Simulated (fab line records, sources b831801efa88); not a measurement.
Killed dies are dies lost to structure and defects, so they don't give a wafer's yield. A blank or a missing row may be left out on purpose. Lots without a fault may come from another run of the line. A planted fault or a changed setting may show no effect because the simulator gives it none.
fab line records | flow gf180mcu
record lots=5 wafers=15 last_day=33
route steps=602 shown V3@451 M4@456 V4@476
lots that met no fault: from a run of the same line without faults
start_h: hours from the record's first day to the start of the lot's first wafer shown | wait_h: hours since the lot's step before | " the same as in the row above | L1.1+2: a row that stands for several wafers | - no value, or no start given | * or withheld: withheld | < > ~ a bound
route shown NAME@n: a module of which the file shows steps, and the number in the route of the first | usual: mean/standard deviation of fault-free wafers | same: alike in all rows | chamber/n: place in a boat | sites: the reading at each site | _std_site: their standard deviation | _edge_site: outer sites' mean less inner sites' | radius_mm: how far each site lies from the wafer's centre | mask NAME#n: copy n | behind: the tool/chamber that last shaped the wafer | hold: why the lot was held/for how many hours/how that ended | device: the transistor (n, p or np) that didn't switch | end of line: the same wafers' tests at the end of the route | a step without rows: its recipe alone | killed: dies lost to structure and defects at the first sort, not the wafer's yield | map: a wafer's dies, x killed, . not, _ none there
set.NAME: the setting as run; set.NAME@STEP: as run at that earlier step | model.NAME: the simulator's own value behind a step, which no gauge read
lots at some steps of the route; a table a step, a row a wafer
services: from which hour (start_h, from the record's first day; less than 0 if before it) a tool's chamber was out of use, for how many hours, and why
## steps
# step GF_V3_SPUTTER_22
# recipe material=TiN target_thk_nm=10 chamber_pressure_pa=5 power_w=4000 time_s=40
# usual throttle_valve_pct=30.0/1.2
# columns lot.wafer tool chamber start_h wait_h throttle_valve_pct
L075.1 pvd_sputter-01 - 522.87 0.0 27.7
L075.4 " - " " 29.6
L075.6 " - " " 30.1
L076.1 pvd_sputter-01 - 539.71 0.0 27.9
L076.2 " - " " 30.6
L076.3 " - " " 29.8
L078.2 pvd_sputter-03 - 551.90 0.0 32.7
L078.3 " - " " 29.0
L078.4 " - " " 30.4
L081.1 pvd_sputter-01 - 581.64 0.0 30.0
L081.3 " - " " 27.9
L081.5 " - " " 27.8
L090.1 pvd_sputter-03 - 645.15 0.0 32.9
L090.2 " - " " 28.9
L090.6 " - " " 30.6
# step GF_V3_CVD_23
# recipe material=W target_thk_nm=350 time_s=104.9 temp_c=400 pressure_torr=40
# usual heater_power_w=883/120
# columns lot.wafer tool chamber start_h wait_h heater_power_w
L075.1 cvd_w-02 1 522.91 0.0 910
L075.4 " 0 " " 1062
L075.6 " 1 " " 919
L076.1 cvd_w-02 1 539.75 0.0 907
L076.2 " 0 " " 1015
L076.3 " 1 " " 891
L078.2 cvd_w-02 0 551.94 0.0 1030
L078.3 " 1 " " 900
L078.4 " 0 " " 1038
L081.1 cvd_w-01 1 581.68 0.0 873
L081.3 " 1 " " 865
L081.5 " 0 " " 694
L090.1 cvd_w-02 0 645.19 0.0 1044
L090.2 " 1 " " 911
L090.6 " 0 " " 1018
# step GF_V3_RS_MEAS_24
# recipe thk_meas_gauge=four-point-probe reads=W_of_V3_CVD_23+TiN_of_V3_SPUTTER_22+Ti_of_V3_SPUTTER_21
# usual V3_W_RS=0.327/0.003
# columns lot.wafer tool chamber start_h wait_h V3_W_RS[ohm/sq]
L075.1 film_metro-01 - 523.02 0.1 0.323
L075.4 " - " " 0.322
L075.6 " - " " 0.323
L076.1 film_metro-03 - 539.86 0.1 0.323
L076.2 " - " " 0.326
L076.3 " - " " 0.325
L078.2 film_metro-03 - 552.07 0.1 0.324
L078.3 " - " " 0.330
L078.4 " - " " 0.326
L081.1 film_metro-01 - 581.79 0.1 0.326
L081.3 " - " " 0.325
L081.5 " - " " 0.326
L090.1 film_metro-02 - 645.30 0.1 0.324
L090.2 " - " " 0.321
L090.6 " - " " 0.322
# step GF_V3_THK_MEAS_25
# recipe thk_meas_gauge=xrf reads=W_of_V3_CVD_23
# usual V3_W_THK=355/4.6
# columns lot.wafer tool chamber start_h wait_h V3_W_THK[nm]
L075.1 film_metro-01 - 523.14 0.1 363
L075.4 " - " " 365
L075.6 " - " " 362
L076.1 film_metro-03 - 539.98 0.1 362
L076.2 " - " " 359
L076.3 " - " " 359
L078.2 film_metro-03 - 552.18 0.1 361
L078.3 " - " " 354
L078.4 " - " " 360
L081.1 film_metro-01 - 581.91 0.1 353
L081.3 " - " " 356
L081.5 " - " " 352
L090.1 film_metro-02 - 645.42 0.1 354
L090.2 " - " " 359
L090.6 " - " " 359
# step GF_V3_CMP_26
# recipe stop_on=SiO2 down_force_psi=3.5 platen_rpm=60 t_overpolish_s=15 target_thk_nm=0 pad_velocity_m_s=0.94248
# usual edge_zone_pressure_frac=1.000/0.0046 motor_current_A=11.2/0.85 overpolish_run_s=15.000/0.0085 time_to_endpoint_s=86/3.2
# columns lot.wafer tool chamber start_h wait_h edge_zone_pressure_frac motor_current_A overpolish_run_s time_to_endpoint_s
L075.1 cmp-01 1 523.30 0.1 1.002 9.7 15.000 88
L075.4 " 2 " " 0.997 11.5 15.008 89
L075.6 " 0 " " 0.999 11.2 15.011 89
L076.1 cmp-02 1 540.16 0.2 0.999 10.3 14.996 91
L076.3 " 2 " " 0.992 12.3 14.990 84
L076.2 " 3 " " 1.002 10.9 14.987 82
L078.2 cmp-02 0 552.23 0.0 1.000 12.9 14.995 91
L078.4 " 2 " " 0.995 11.2 15.005 83
L078.3 " 3 " " 1.006 10.9 15.000 84
L081.1 cmp-01 1 581.97 0.1 1.006 9.7 14.993 85
L081.3 " 0 " " 1.010 11.9 14.997 90
L081.5 " 2 " " 0.997 11.0 15.002 83
L090.2 cmp-02 0 645.53 0.1 1.005 12.3 15.004 91
L090.1 " 2 " " 1.002 12.0 15.013 86
L090.6 " 3 " " 0.995 12.0 14.998 88
# step GF_M4_SPUTTER_00
# recipe material=Ti target_thk_nm=37.5 arriving_ion_energy_ev=80 substrate_temp_c=200 chamber_pressure_pa=2 power_w=4000 time_s=150
# usual throttle_valve_pct=30.1/1.2
# columns lot.wafer tool chamber start_h wait_h throttle_valve_pct
L075.1 pvd_sputter-03 - 523.50 0.1 30.5
L075.4 " - " " 28.9
L075.6 " - " " 32.6
L076.1 pvd_sputter-02 - 540.41 0.2 30.7
L076.2 " - " " 29.6
L076.3 " - " " 30.2
L078.2 pvd_sputter-02 - 552.53 0.2 30.0
L078.3 " - " " 30.1
L078.4 " - " " 30.8
L081.1 pvd_sputter-04 - 582.27 0.2 28.2
L081.3 " - " " 29.7
L081.5 " - " " 28.2
L090.1 pvd_sputter-02 - 645.78 0.1 31.0
L090.2 " - " " 30.0
L090.6 " - " " 29.6
# step GF_M4_SPUTTER_01
# recipe material=TiN target_thk_nm=30 power_w=6500 time_s=25 chamber_pressure_pa=0.4
# usual throttle_valve_pct=30.2/1.2
# columns lot.wafer tool chamber start_h wait_h throttle_valve_pct
L075.1 pvd_sputter-03 - 523.60 0.1 30.9
L075.4 " - " " 29.1
L075.6 " - " " 32.6
L076.1 pvd_sputter-02 - 540.51 0.1 30.4
L076.2 " - " " 29.9
L076.3 " - " " 30.0
L078.2 pvd_sputter-02 - 552.63 0.1 29.9
L078.3 " - " " 30.0
L078.4 " - " " 30.6
L081.1 pvd_sputter-04 - 582.37 0.1 27.9
L081.3 " - " " 29.4
L081.5 " - " " 28.4
L090.1 pvd_sputter-02 - 645.88 0.1 31.2
L090.2 " - " " 30.1
L090.6 " - " " 29.9
# step GF_M4_SPUTTER_02
# recipe material=AlCu target_thk_nm=450 power_w=10600 time_s=23.9 chamber_pressure_pa=0.4
# usual throttle_valve_pct=30.2/1.1
# columns lot.wafer tool chamber start_h wait_h throttle_valve_pct
L075.1 pvd_sputter-03 - 523.63 0.0 30.3
L075.4 " - " " 28.9
L075.6 " - " " 32.3
L076.1 pvd_sputter-02 - 540.54 0.0 30.5
L076.2 " - " " 29.8
L076.3 " - " " 30.2
L078.2 pvd_sputter-02 - 552.66 0.0 29.7
L078.3 " - " " 30.1
L078.4 " - " " 30.5
L081.1 pvd_sputter-04 - 582.40 0.0 28.2
L081.3 " - " " 29.5
L081.5 " - " " 28.2
L090.1 pvd_sputter-02 - 645.91 0.0 31.2
L090.2 " - " " 30.1
L090.6 " - " " 29.9
# step GF_M4_SPUTTER_03
# recipe material=Ti target_thk_nm=10 substrate_temp_c=300 chamber_pressure_pa=0.3 power_w=3000 time_s=6.7
# usual throttle_valve_pct=30.2/1.2
# columns lot.wafer tool chamber start_h wait_h throttle_valve_pct
L075.1 pvd_sputter-03 - 523.66 0.0 30.3
L075.4 " - " " 28.9
L075.6 " - " " 32.6
L076.1 pvd_sputter-02 - 540.57 0.0 30.6
L076.2 " - " " 30.0
L076.3 " - " " 30.0
L078.2 pvd_sputter-02 - 552.69 0.0 29.8
L078.3 " - " " 30.4
L078.4 " - " " 30.4
L081.1 pvd_sputter-04 - 582.43 0.0 28.4
L081.3 " - " " 29.6
L081.5 " - " " 28.4
L090.1 pvd_sputter-02 - 645.94 0.0 31.0
L090.2 " - " " 30.1
L090.6 " - " " 30.0
# step GF_M4_SPUTTER_04
# recipe material=TiN target_thk_nm=50 power_w=6500 time_s=41.7 chamber_pressure_pa=0.4
# usual throttle_valve_pct=30.2/1.1
# columns lot.wafer tool chamber start_h wait_h throttle_valve_pct
L075.1 pvd_sputter-03 - 523.68 0.0 30.7
L075.4 " - " " 29.1
L075.6 " - " " 32.5
L076.1 pvd_sputter-02 - 540.59 0.0 30.4
L076.2 " - " " 29.7
L076.3 " - " " 30.0
L078.2 pvd_sputter-02 - 552.71 0.0 30.0
L078.3 " - " " 29.9
L078.4 " - " " 30.6
L081.1 pvd_sputter-04 - 582.45 0.0 28.2
L081.3 " - " " 29.5
L081.5 " - " " 28.0
L090.1 pvd_sputter-02 - 645.96 0.0 31.1
L090.2 " - " " 30.4
L090.6 " - " " 30.2
# step GF_M4_RS_MEAS_05
# recipe thk_meas_gauge=four-point-probe reads=TiN_of_M4_SPUTTER_04+Ti_of_M4_SPUTTER_03+AlCu_of_M4_SPUTTER_02+TiN_of_M4_SPUTTER_01+Ti_of_M4_SPUTTER_00
# usual M4_ALCU_RS=0.0701/0.00084
# columns lot.wafer tool chamber start_h wait_h M4_ALCU_RS[ohm/sq]
L075.1 film_metro-03 - 523.72 0.0 0.0713
L075.4 " - " " 0.0699
L075.6 " - " " 0.0710
L076.1 film_metro-04 - 540.63 0.0 0.0703
L076.2 " - " " 0.0696
L076.3 " - " " 0.0690
L078.2 film_metro-01 - 552.77 0.0 0.0705
L078.3 " - " " 0.0700
L078.4 " - " " 0.0709
L081.1 film_metro-03 - 582.49 0.0 0.0722
L081.3 " - " " 0.0704
L081.5 " - " " 0.0721
L090.1 film_metro-01 - 646.00 0.0 0.0708
L090.2 " - " " 0.0695
L090.6 " - " " 0.0698
# step GF_M4_THK_MEAS_06
# recipe thk_meas_gauge=xrf reads=AlCu_of_M4_SPUTTER_02
# usual M4_ALCU_THK=447/6
# columns lot.wafer tool chamber start_h wait_h M4_ALCU_THK[nm]
L075.1 film_metro-03 - 523.84 0.1 446
L075.4 " - " " 454
L075.6 " - " " 447
L076.1 film_metro-04 - 540.75 0.1 447
L076.2 " - " " 447
L076.3 " - " " 454
L078.2 film_metro-01 - 552.88 0.1 442
L078.3 " - " " 446
L078.4 " - " " 440
L081.1 film_metro-03 - 582.61 0.1 436
L081.3 " - " " 446
L081.5 " - " " 436
L090.1 film_metro-01 - 646.12 0.1 442
L090.2 " - " " 451
L090.6 " - " " 446
# step GF_M4_DEHYDRATE_07
# recipe temp_c=200 time_s=60
# usual heater_power_total_W=160.36/0.13
# columns lot.wafer tool chamber start_h wait_h heater_power_total_W
L075.1 litho_track-01 0 534.17 10.3 160.55
L075.4 " 0 " " 160.36
L075.6 " 0 " " 160.35
L076.1 litho_track-04 0 551.55 10.8 160.31
L076.2 " 0 " " 160.23
L076.3 " 0 " " 160.57
L078.2 litho_track-02 0 563.06 10.2 160.32
L078.3 " 0 " " 160.14
L078.4 " 0 " " 160.45
L081.1 litho_track-04 0 592.50 9.9 160.36
L081.3 " 0 " " 160.33
L081.5 " 0 " " 160.55
L090.1 litho_track-01 0 655.06 8.9 160.23
L090.2 " 0 " " 160.42
L090.6 " 0 " " 160.54
# step GF_M4_HMDS_08
# recipe prime_time_s=60 prime_temp_c=120
# columns lot.wafer tool chamber start_h wait_h
L075.1+4+6 litho_track-01 0 534.32 0.1
L076.1+2+3 litho_track-04 0 551.70 0.1
L078.2+3+4 litho_track-02 0 563.21 0.1
L081.1+3+5 litho_track-04 0 592.65 0.1
L090.1+2+6 litho_track-01 0 655.21 0.1
# step GF_M4_COAT_09
# recipe resist=KrF spin_rpm=withheld resist_thk_nm=1000
# usual dispense_pressure_kPa=48.1/2
# columns lot.wafer tool chamber start_h wait_h dispense_pressure_kPa
L075.1 litho_track-01 0 534.47 0.1 44.6
L075.4 " 0 " " 44.6
L075.6 " 0 " " 44.6
L076.1 litho_track-04 0 551.85 0.1 48.8
L076.2 " 0 " " 48.8
L076.3 " 0 " " 48.8
L078.2 litho_track-02 0 563.36 0.1 49.6
L078.3 " 0 " " 49.6
L078.4 " 0 " " 49.6
L081.1 litho_track-04 0 592.80 0.1 48.9
L081.3 " 0 " " 48.9
L081.5 " 0 " " 48.9
L090.1 litho_track-01 0 655.36 0.1 44.6
L090.2 " 0 " " 44.6
L090.6 " 0 " " 44.6
# step GF_M4_SOFTBAKE_10
# recipe temp_c=130 time_s=60 resist=KrF
# usual heater_power_total_W=93.04/0.06
# columns lot.wafer tool chamber start_h wait_h heater_power_total_W
L075.1 litho_track-01 0 534.62 0.1 93.16
L075.4 " 0 " " 93.03
L075.6 " 0 " " 93.11
L076.1 litho_track-04 0 552.00 0.1 93.10
L076.2 " 0 " " 92.95
L076.3 " 0 " " 93.02
L078.2 litho_track-02 0 563.51 0.1 93.17
L078.3 " 0 " " 93.11
L078.4 " 0 " " 93.08
L081.1 litho_track-04 0 592.95 0.1 93.00
L081.3 " 0 " " 93.01
L081.5 " 0 " " 92.98
L090.1 litho_track-01 0 655.51 0.1 93.07
L090.2 " 0 " " 93.03
L090.6 " 0 " " 93.00
# step GF_M4_EXPOSE_11
# recipe mask_id=Metal4 target_cd_nm=280 na=0.68 source_shape=conventional sigma_outer=0.6 dose_mj=28
# usual exposure_dose_mJ_cm2=27.984/0.03
# same na=0.68
# columns lot.wafer tool chamber start_h wait_h mask exposure_dose_mJ_cm2
L075.1 krf_scanner-02 0 - - Metal4#0 28.018
L075.4 " 0 " " Metal4#0 27.976
L075.6 " 0 " " Metal4#0 27.993
L076.1 krf_scanner-01 0 - - Metal4#0 27.983
L076.2 " 0 " " Metal4#0 27.999
L076.3 " 0 " " Metal4#0 27.965
L078.2 krf_scanner-01 0 - - Metal4#0 27.968
L078.3 " 0 " " Metal4#0 27.952
L078.4 " 0 " " Metal4#0 27.967
L081.1 krf_scanner-01 0 - - Metal4#0 27.955
L081.3 " 0 " " Metal4#0 27.958
L081.5 " 0 " " Metal4#0 27.973
L090.1 krf_scanner-01 0 - - Metal4#0 27.969
L090.2 " 0 " " Metal4#0 27.990
L090.6 " 0 " " Metal4#0 27.953
# step GF_M4_PEB_12
# recipe peb_temp_c=135 peb_time_s=90 resist=KrF
# usual heater_power_total_W=85.69/0.087
# columns lot.wafer tool chamber start_h wait_h heater_power_total_W
L075.1 litho_track-02 0 - - 85.72
L075.4 " 0 " " 85.57
L075.6 " 0 " " 85.64
L076.1 litho_track-04 0 - - 85.77
L076.2 " 0 " " 85.68
L076.3 " 0 " " 85.88
L078.2 litho_track-04 0 - - 85.69
L078.3 " 0 " " 85.72
L078.4 " 0 " " 85.67
L081.1 litho_track-04 0 - - 85.77
L081.3 " 0 " " 85.54
L081.5 " 0 " " 85.60
L090.1 litho_track-02 0 - - 85.58
L090.2 " 0 " " 85.80
L090.6 " 0 " " 85.70
# step GF_M4_DEVELOP_13
# recipe develop_time_s=58.77 dev_temp_c=21
# usual developer_temp_C=20.97/0.1
# columns lot.wafer tool chamber start_h wait_h developer_temp_C
L075.1 litho_track-02 0 546.13 0.2 20.93
L075.4 " 0 " " 20.76
L075.6 " 0 " " 20.80
L076.1 litho_track-04 0 562.45 0.2 21.15
L076.2 " 0 " " 21.18
L076.3 " 0 " " 21.12
L078.2 litho_track-04 0 573.87 0.2 20.85
L078.3 " 0 " " 21.08
L078.4 " 0 " " 21.02
L081.1 litho_track-04 0 603.10 0.2 20.82
L081.3 " 0 " " 20.91
L081.5 " 0 " " 20.97
L090.1 litho_track-02 0 665.28 0.2 21.01
L090.2 " 0 " " 21.00
L090.6 " 0 " " 21.04
# step GF_M4_CD_MEAS_14
# recipe target_cd_nm=280
# usual cd_nm=280.5/1.4
# columns lot.wafer tool chamber start_h wait_h cd_nm
L075.1 cd_sem-01 - 546.28 0.1 280.3
L075.4 " - " " 280.0
L075.6 " - " " 280.0
L076.1 cd_sem-01 - 562.60 0.1 278.3
L076.2 " - " " 278.6
L076.3 " - " " 279.4
L078.2 cd_sem-01 - 574.02 0.1 279.3
L078.3 " - " " 280.8
L078.4 " - " " 279.9
L081.1 cd_sem-01 - 603.25 0.1 280.9
L081.3 " - " " 281.4
L081.5 " - " " 280.9
L090.1 cd_sem-02 - 665.43 0.1 279.3
L090.2 " - " " 277.9
L090.6 " - " " 280.4
# step GF_M4_OVL_MEAS_15
# usual M4_OVL=-2/5.7
# columns lot.wafer tool chamber start_h wait_h M4_OVL[nm]
L075.1 overlay-01 - 546.40 0.1 -2
L075.4 " - " " -6
L075.6 " - " " -7
L076.1 overlay-01 - 562.72 0.1 2
L076.2 " - " " -1
L076.3 " - " " 9
L078.2 overlay-01 - 574.12 0.1 -5
L078.3 " - " " -7
L078.4 " - " " -5
L081.1 overlay-01 - 603.37 0.1 -12
L081.3 " - " " -5
L081.5 " - " " -3
L090.1 overlay-01 - 665.55 0.1 1
L090.2 " - " " -1
L090.6 " - " " 1
# step GF_M4_METAL_ETCH_16
# recipe chemistry=Cl2/BCl3 mask_material=KrF target_depth_nm=627.5 stop_on=SiO2 pressure_mtorr=8 icp_w=800 bias_w=140 Cl2_flow_sccm=80 bcl3_flow_sccm=40 time_s=104.6
# usual drypump_motor_current_A=6.3/0.59 oes_product_au=0.969/0.0067 throttle_valve_pct=28.254/0.011
# columns lot.wafer tool chamber start_h wait_h drypump_motor_current_A oes_product_au rf_hours_counter_h throttle_valve_pct
L075.1 rie_metal-03 1 546.44 0.0 6.7 0.957 7.4 28.267
L075.4 " 0 " " 5.5 0.961 - 28.265
L075.6 " 1 " " 6.7 0.968 - 28.287
L076.1 rie_metal-01 0 562.76 0.0 6.8 0.971 4.9 28.260
L076.2 " 1 " " 5.8 0.973 10.0 28.266
L076.3 " 1 " " 5.8 0.979 - 28.251
L078.2 rie_metal-01 0 574.15 0.0 6.8 0.970 5.2 28.247
L078.3 " 0 " " 6.8 0.973 - 28.244
L078.4 " 1 " " 5.8 0.963 - 28.255
L081.1 rie_metal-04 1 603.40 0.0 6.7 0.967 10.1 28.270
L081.3 " 1 " " 6.7 0.966 - 28.264
L081.5 " 1 " " 6.7 0.954 - 28.284
L090.1 rie_metal-01 0 665.59 0.0 6.8 0.968 8.1 28.263
L090.2 " 1 " " 5.8 0.971 13.2 28.233
L090.6 " 1 " " 5.8 0.972 - 28.249
# step GF_M4_STRIP_17
# recipe chemistry=O2/N2 power_w=1400 pressure_mtorr=1500 platen_temp_c=250 o2_flow_sccm=3000 n2_flow_sccm=300 overash_fraction=0.5
# usual drypump_motor_current_A=5.6/0.35 heater_power_w=322/30 oes_product_au=0.558/0.0047 strip_time_to_endpoint_s=7.88/0.037
# same overash_fraction=0.5
# columns lot.wafer tool chamber start_h wait_h drypump_motor_current_A heater_power_w oes_product_au rf_hours_counter_h strip_time_to_endpoint_s
L075.1 plasma_asher-01 1 546.55 0.1 5.6 293 0.559 43 7.84
L075.4 " 0 " " 5.2 328 0.548 - 7.80
L075.6 " 0 " " 5.2 331 0.552 - 7.85
L076.1 plasma_asher-03 1 562.87 0.1 6.3 369 0.559 14 7.90
L076.2 " 0 " " 5.8 346 0.560 14 7.91
L076.3 " 1 " " 6.2 376 0.560 - 7.89
L078.2 plasma_asher-01 1 574.27 0.1 5.6 291 0.558 46 7.85
L078.3 " 0 " " 5.2 336 0.565 - 7.82
L078.4 " 1 " " 5.6 286 0.556 - 7.86
L081.1 plasma_asher-04 0 603.63 0.2 5.8 282 0.561 84 7.94
L081.3 " 1 " " 5.2 324 0.559 - 7.92
L081.5 " 0 " " 5.8 284 0.550 - 7.88
L090.1 plasma_asher-01 0 665.70 0.1 5.2 324 0.562 54 7.91
L090.2 " 1 " " 5.6 290 0.563 54 7.93
L090.6 " 0 " " 5.2 333 0.557 - 7.94
# step GF_M4_STRIP_18
# recipe chemistry=post_etch_residue_remover time_s=1200 temp_c=72.5
# columns lot.wafer tool chamber start_h wait_h
L075.1+4+6 wet_bench-03 0 546.65 0.1
L076.1+2+3 wet_bench-03 3 562.97 0.1
L078.2+3+4 wet_bench-03 1 574.37 0.1
L081.1+3+5 wet_bench-03 1 603.73 0.1
L090.1+2+6 wet_bench-04 2 665.80 0.1
# step GF_M4_CLEAN_19
# recipe chemistry=DIW dry=n2_spin
# columns lot.wafer tool chamber start_h wait_h
L075.1+4+6 wet_bench-04 1 546.99 0.0
L076.1+2+3 wet_bench-04 2 563.31 0.0
L078.2+3+4 wet_bench-04 3 574.74 0.0
L081.1+3+5 wet_bench-02 3 604.07 0.0
L090.1+2+6 wet_bench-02 0 666.17 0.0
# step GF_V4_CVD_00
# recipe material=SiO2 target_thk_nm=600 sigma_open_frac=0.3 temp_c=400 time_s=100 sih4_flow_sccm=60 pressure_mtorr=6
# columns lot.wafer tool chamber start_h wait_h
L075.1+4+6 hdpcvd-02 1,1,2 547.09 0.0
L076.1+2+3 hdpcvd-02 2,0,1 563.40 0.0
L078.2+3+4 hdpcvd-01 1,2,0 574.84 0.0
L081.1+3+5 hdpcvd-02 0,1,2 604.16 0.0
L090.1+2+6 hdpcvd-01 2,0,0 666.27 0.0
# step GF_V4_THK_MEAS_01
# recipe reads=SiO2_of_V4_CVD_00
# usual V4_CVD_00_THK=597/6.6
# columns lot.wafer tool chamber start_h wait_h V4_CVD_00_THK[nm]
L075.1 film_metro-02 - 547.16 0.0 599
L075.4 " - " " 603
L075.6 " - " " 593
L076.1 film_metro-04 - 563.47 0.0 603
L076.2 " - " " 604
L076.3 " - " " 606
L078.2 film_metro-03 - 574.92 0.0 592
L078.3 " - " " 594
L078.4 " - " " 597
L081.1 film_metro-03 - 604.23 0.0 603
L081.3 " - " " 602
L081.5 " - " " 607
L090.1 film_metro-03 - 666.34 0.0 592
L090.2 " - " " 588
L090.6 " - " " 595
# step GF_V4_CVD_02
# recipe material=SiO2 target_thk_nm=850 precursor=TEOS temp_c=400 time_s=94.851 rf_w=600
# usual heater_power_w=628/120
# columns lot.wafer tool chamber start_h wait_h heater_power_w
L075.1 pecvd-04 1 547.22 0.1 539
L075.4 " 1 " " 574
L075.6 " 2 " " 526
L076.1 pecvd-03 0 563.53 0.1 792
L076.2 " 2 " " 500
L076.3 " 1 " " 830
L078.2 pecvd-03 0 574.97 0.0 695
L078.3 " 1 " " 801
L078.4 " 0 " " 754
L081.1 pecvd-03 2 604.29 0.1 405
L081.3 " 0 " " 670
L081.5 " 0 " " 742
L090.1 pecvd-03 1 666.40 0.1 739
L090.2 " 2 " " 413
L090.6 " 0 " " 625
# step GF_V4_THK_MEAS_03
# recipe reads=SiO2_of_V4_CVD_02
# usual V4_CVD_02_THK=852/10
# columns lot.wafer tool chamber start_h wait_h V4_CVD_02_THK[nm]
L075.1 film_metro-04 - 547.29 0.0 846
L075.4 " - " " 857
L075.6 " - " " 865
L076.1 film_metro-03 - 563.60 0.0 832
L076.2 " - " " 845
L076.3 " - " " 848
L078.2 film_metro-02 - 575.05 0.0 833
L078.3 " - " " 846
L078.4 " - " " 852
L081.1 film_metro-02 - 604.36 0.0 838
L081.3 " - " " 848
L081.5 " - " " 853
L090.1 film_metro-02 - 666.47 0.0 844
L090.2 " - " " 838
L090.6 " - " " 858
# step GF_V4_CMP_04
# recipe material=SiO2 down_force_psi=4 platen_rpm=60 pad_velocity_m_s=0.94248
# usual edge_zone_pressure_frac=1.000/0.0052 motor_current_A=12.1/0.92 time_to_endpoint_s=81/5.2
# columns lot.wafer tool chamber start_h wait_h edge_zone_pressure_frac motor_current_A time_to_endpoint_s
L075.4 cmp-01 1 547.45 0.1 1.011 10.7 88
L075.1 " 2 " " 0.996 12.1 85
L075.6 " 0 " " 0.995 12.8 94
L076.2 cmp-01 3 563.72 0.1 0.995 12.9 73
L076.3 " 0 " " 0.996 12.9 83
L076.1 " 1 " " 1.000 10.4 74
L078.3 cmp-02 0 575.23 0.2 0.995 13.7 79
L078.2 " 1 " " 0.999 11.4 76
L078.4 " 3 " " 1.004 12.5 80
L081.1 cmp-01 2 604.47 0.1 0.994 11.8 71
L081.3 " 0 " " 0.993 12.6 78
L081.5 " 2 " " 0.998 11.7 79
L090.2 cmp-02 1 666.53 0.0 0.991 11.4 77
L090.1 " 2 " " 0.999 11.6 80
L090.6 " 1 " " 0.991 11.5 85
# step GF_V4_BOW_MEAS_05
# recipe mode=bow
# usual V4_BOW=133/8.7
# columns lot.wafer tool chamber start_h wait_h V4_BOW[um]
L075.1 film_metro-02 - 547.65 0.1 123
L075.4 " - " " 132
L075.6 " - " " 121
L076.1 film_metro-04 - 563.99 0.1 146
L076.2 " - " " 126
L076.3 " - " " 139
L078.2 film_metro-02 - 575.55 0.2 145
L078.3 " - " " 131
L078.4 " - " " 137
L081.1 film_metro-02 - 604.72 0.2 127
L081.3 " - " " 122
L081.5 " - " " 143
L090.1 film_metro-02 - 666.83 0.2 138
L090.2 " - " " 125
L090.6 " - " " 138
# step GF_V4_DEHYDRATE_06
# recipe temp_c=200 time_s=60
# usual heater_power_total_W=160.38/0.13
# columns lot.wafer tool chamber start_h wait_h heater_power_total_W
L075.1 litho_track-01 0 558.12 10.4 160.57
L075.4 " 0 " " 160.51
L075.6 " 0 " " 160.38
L076.1 litho_track-02 0 574.48 10.5 160.60
L076.2 " 0 " " 160.32
L076.3 " 0 " " 160.33
L078.2 litho_track-01 0 585.69 10.1 160.31
L078.3 " 0 " " 160.53
L078.4 " 0 " " 160.17
L081.1 litho_track-01 0 614.46 9.7 160.39
L081.3 " 0 " " 160.42
L081.5 " 0 " " 160.61
L090.1 litho_track-03 0 676.27 9.4 160.54
L090.2 " 0 " " 160.40
L090.6 " 0 " " 160.30
# step GF_V4_HMDS_07
# recipe prime_time_s=60 prime_temp_c=120
# columns lot.wafer tool chamber start_h wait_h
L075.1+4+6 litho_track-01 0 558.27 0.1
L076.1+2+3 litho_track-02 0 574.63 0.1
L078.2+3+4 litho_track-01 0 585.84 0.1
L081.1+3+5 litho_track-01 0 614.61 0.1
L090.1+2+6 litho_track-03 0 676.42 0.1
# step GF_V4_COAT_08
# recipe resist=BARC temp_c=withheld time_s=withheld spin_rpm=withheld resist_thk_nm=withheld
# usual dispense_pressure_kPa=51/5.4
# columns lot.wafer tool chamber start_h wait_h dispense_pressure_kPa
L075.1 litho_track-01 0 558.42 0.1 45
L075.4 " 0 " " 45
L075.6 " 0 " " 45
L076.1 litho_track-02 0 574.78 0.1 50
L076.2 " 0 " " 50
L076.3 " 0 " " 50
L078.2 litho_track-01 0 585.99 0.1 45
L078.3 " 0 " " 45
L078.4 " 0 " " 45
L081.1 litho_track-01 0 614.76 0.1 45
L081.3 " 0 " " 45
L081.5 " 0 " " 45
L090.1 litho_track-03 0 676.57 0.1 58
L090.2 " 0 " " 58
L090.6 " 0 " " 58
# step GF_V4_COAT_09
# recipe resist=KrF spin_rpm=withheld resist_thk_nm=1000
# usual dispense_pressure_kPa=51/5.4
# columns lot.wafer tool chamber start_h wait_h dispense_pressure_kPa
L075.1 litho_track-01 0 - - 45
L075.4 " 0 " " 45
L075.6 " 0 " " 45
L076.1 litho_track-02 0 - - 50
L076.2 " 0 " " 50
L076.3 " 0 " " 50
L078.2 litho_track-01 0 - - 45
L078.3 " 0 " " 45
L078.4 " 0 " " 45
L081.1 litho_track-01 0 - - 45
L081.3 " 0 " " 45
L081.5 " 0 " " 45
L090.1 litho_track-03 0 - - 58
L090.2 " 0 " " 58
L090.6 " 0 " " 58
# step GF_V4_SOFTBAKE_10
# recipe temp_c=130 time_s=60 resist=KrF
# usual heater_power_total_W=93.04/0.058
# columns lot.wafer tool chamber start_h wait_h heater_power_total_W
L075.1 litho_track-01 0 - - 93.11
L075.4 " 0 " " 93.05
L075.6 " 0 " " 93.00
L076.1 litho_track-02 0 - - 93.09
L076.2 " 0 " " 92.99
L076.3 " 0 " " 93.08
L078.2 litho_track-01 0 - - 93.10
L078.3 " 0 " " 92.94
L078.4 " 0 " " 92.97
L081.1 litho_track-01 0 - - 93.02
L081.3 " 0 " " 93.09
L081.5 " 0 " " 93.01
L090.1 litho_track-03 0 - - 93.09
L090.2 " 0 " " 93.08
L090.6 " 0 " " 93.02
## services
# columns tool chamber start_h hours kind
pvd_sputter-04 - 500.58 0.6 repair
cmp-01 - 504.83 0.3 repair
krf_scanner-01 - 511.15 1.3 pm
pvd_sputter-03 - 517.52 0.5 repair
pvd_sputter-03 - 518.79 0.5 repair
cvd_w-02 - 521.01 0.5 repair
krf_scanner-01 - 521.96 2.6 repair
pvd_sputter-03 - 524.00 1.7 repair
cmp-02 - 526.78 1.4 repair
pvd_sputter-04 - 528.48 2.1 repair
pvd_sputter-03 - 535.88 3.1 repair
cmp-02 - 557.03 2.3 repair
krf_scanner-01 - 557.04 0.5 repair
cmp-01 - 572.00 4.0 pm
krf_scanner-01 - 573.49 4.0 pm
krf_scanner-01 - 580.88 1.5 repair
pvd_sputter-02 - 585.19 2.2 repair
pvd_sputter-02 - 588.32 1.2 repair
cmp-01 - 591.56 1.3 repair
cmp-01 - 618.59 0.9 repair
cmp-01 - 622.79 0.5 repair
krf_scanner-01 - 623.58 1.0 pm
pvd_sputter-04 - 625.69 2.3 repair
pvd_sputter-03 - 662.12 2.0 repair
## key
fault none
